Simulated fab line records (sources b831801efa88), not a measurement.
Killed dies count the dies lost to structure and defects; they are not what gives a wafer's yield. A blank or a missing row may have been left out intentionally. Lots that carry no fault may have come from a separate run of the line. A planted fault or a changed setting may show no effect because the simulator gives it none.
Which tool did it? + flow gf180mcu + at 1 step of a route of 602, 12 lots with 36 wafers sampled

WHAT THE GAUGES SHOWED, per wafer
GF_V1_RS_MEAS_24: measurement is done with a four-point probe.
| lot  | measured     | on            | V1_W_RS (ohm/sq)  |
|------|--------------|---------------|-------------------|
| L075 | day 18 09:40 | film-metro-01 | 0.324 0.329 0.327 |
| L077 | day 19 06:47 | film-metro-04 | 0.321 0.328 0.331 |
| L081 | day 20 17:44 | film-metro-04 | 0.329 0.325 0.336 |
| L080 | day 20 20:26 | film-metro-03 | 0.325 0.333 0.324 |
| L083 | day 21 20:24 | film-metro-01 | 0.321 0.323 0.325 |
| L085 | day 22 09:37 | film-metro-04 | 0.328 0.326 0.327 |
| L087 | day 23 09:23 | film-metro-01 | 0.324 0.324 0.322 |
| L089 | day 24 04:59 | film-metro-03 | 0.335 0.325 0.329 |
| L090 | day 24 17:59 | film-metro-01 | 0.322 0.322 0.321 |
| L093 | day 25 12:28 | film-metro-03 | 0.326 0.327 0.331 |
| L095 | day 25 22:04 | film-metro-04 | 0.328 0.325 0.325 |
| L097 | day 26 11:56 | film-metro-03 | 0.324 0.325 0.330 |

TOOL THAT RAN EACH LOT (tool first, then ch and the chambers of the sampled wafers, then the start)
No process step before these readings appears in the record.

THE ANSWER, worked out from the rows above alone
Rule: the lots themselves supply what counts as usual. The widest of any qualifying gaps counts: lots, ordered by their means at a reading, are off when they make up no more than a third of the lots, leave a main group of 4 or more, and stand apart from it by 3 or more times the standard deviation of that group's means. A main group is skipped when, at the precision printed for the reading in the tables above, its means are all equal. Also off: a lot with no number at a reading for which 4 or more lots have one. All remaining lots with rows at the step are treated as sound.
Across all readings shown, no lot is off: no conclusion can be drawn from this.

WHAT THE SIMULATOR HAD PUT IN
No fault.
